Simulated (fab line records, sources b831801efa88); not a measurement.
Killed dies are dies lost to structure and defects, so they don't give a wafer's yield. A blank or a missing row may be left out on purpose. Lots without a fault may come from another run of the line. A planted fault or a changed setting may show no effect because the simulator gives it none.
Problem report in the 8D (eight disciplines) form, filled by code | flow sky130 | the parts of the form that need people (team, actions taken, sign-off) are left out

1. THE PROBLEM
oes_product_au at SKY_VIA2_ETCH_15 reads a mean of 0.891 a.u. on 2 wafers of 1 lot; wafers without a fault read 0.939 a.u. with a standard deviation of 0.005. That is -9.5 standard deviations from the usual mean.
The step: etches SiO2 in C4F8/O2/Ar, stops on TiN, target depth 546 nm, time 84 s.
First seen on wafer L964.5, day 41 04:31, on rie_diel-03. The record holds 36 wafers of 12 lots with a number at this step. Rule for "out", or "out of limits": more than 4 standard deviations from the usual mean. The other wafers with a number count as sound.

2. WHAT IT IS AND WHAT IT IS NOT
question                    | is                | is not
which readings at this step | oes_product_au    | -
which lots                  | L964              | L948, L949, L950, L951, L952, L953, L954, L956, L957, L969, L970
which wafers of those lots  | L964.5, L964.6    | L964.4
read on which tools         | rie_diel-03       | rie_diel-02, rie_diel-04
when                        | from day 41 04:31 | up to then (28 sound wafers); but 6 sound wafers of L969, L970 came after

3. SUSPECTS, AND WHAT RULES EACH OUT
Counting: a tool at a process step up to the reading stays a suspect if it ran every lot that is out. Sound lots after the first of them don't rule it out here, since some wafers of a struck lot are sound.
- cmp-02 at SKY_VIA2_CMP_02 (polishes SiO2): kept. It ran the lot that is out, L964 (day 40 04:08); its last sound lot up to then is L957 (day 37 23:21).
- rie_diel-03 at SKY_VIA2_ETCH_15 (etches SiO2 in C4F8/O2/Ar, stops on TiN, target depth 546 nm, time 84 s): kept. It ran the lot that is out, L964 (day 41 04:31); its last sound lot up to then is L953 (day 37 23:38). Its own readings are out on those wafers: oes_product_au.
Left after counting: cmp-02 at SKY_VIA2_CMP_02, rie_diel-03 at SKY_VIA2_ETCH_15.

4. THE CAUSE (what the simulator had put in)
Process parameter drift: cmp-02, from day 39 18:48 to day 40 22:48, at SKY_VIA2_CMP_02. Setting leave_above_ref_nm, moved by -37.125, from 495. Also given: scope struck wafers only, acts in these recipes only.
Counting left 2 suspects, and this tool is among them.

5. THE CHAIN OF EFFECTS, in route order
Each row: a reading whose mean over the struck wafers that have a number lies more than 3 standard deviations from the usual. Only readings for which the record gives a usual standard deviation are gone through. hours: the time from each lot's start at the first step in this table that gives one to its start at this step, as a median over the lots. sigmas: the change in usual standard deviations.
hours | step             | reading        | usual      | on struck wafers | change | sigmas
0     | SKY_VIA2_ETCH_15 | oes_product_au | 0.939 a.u. | 0.891            | -0.047 | -9.5
The process steps in it:
- SKY_VIA2_ETCH_15: etches SiO2 in C4F8/O2/Ar, stops on TiN, target depth 546 nm, time 84 s.

6. WHAT WOULD HAVE CAUGHT IT SOONER
In this record the first reading out of limits was taken at day 41 04:31, 34 hours after the fault began at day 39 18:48.
Of the tool readings at SKY_VIA2_CMP_02 for which the record gives a usual standard deviation, none was out on any struck wafer, so an alarm limit of 4 standard deviations on them would not have fired.
All the lots that are out (1) had begun SKY_VIA2_CMP_02 on cmp-02 by day 41 04:31. A hold on the tool at that time would have spared none of them.
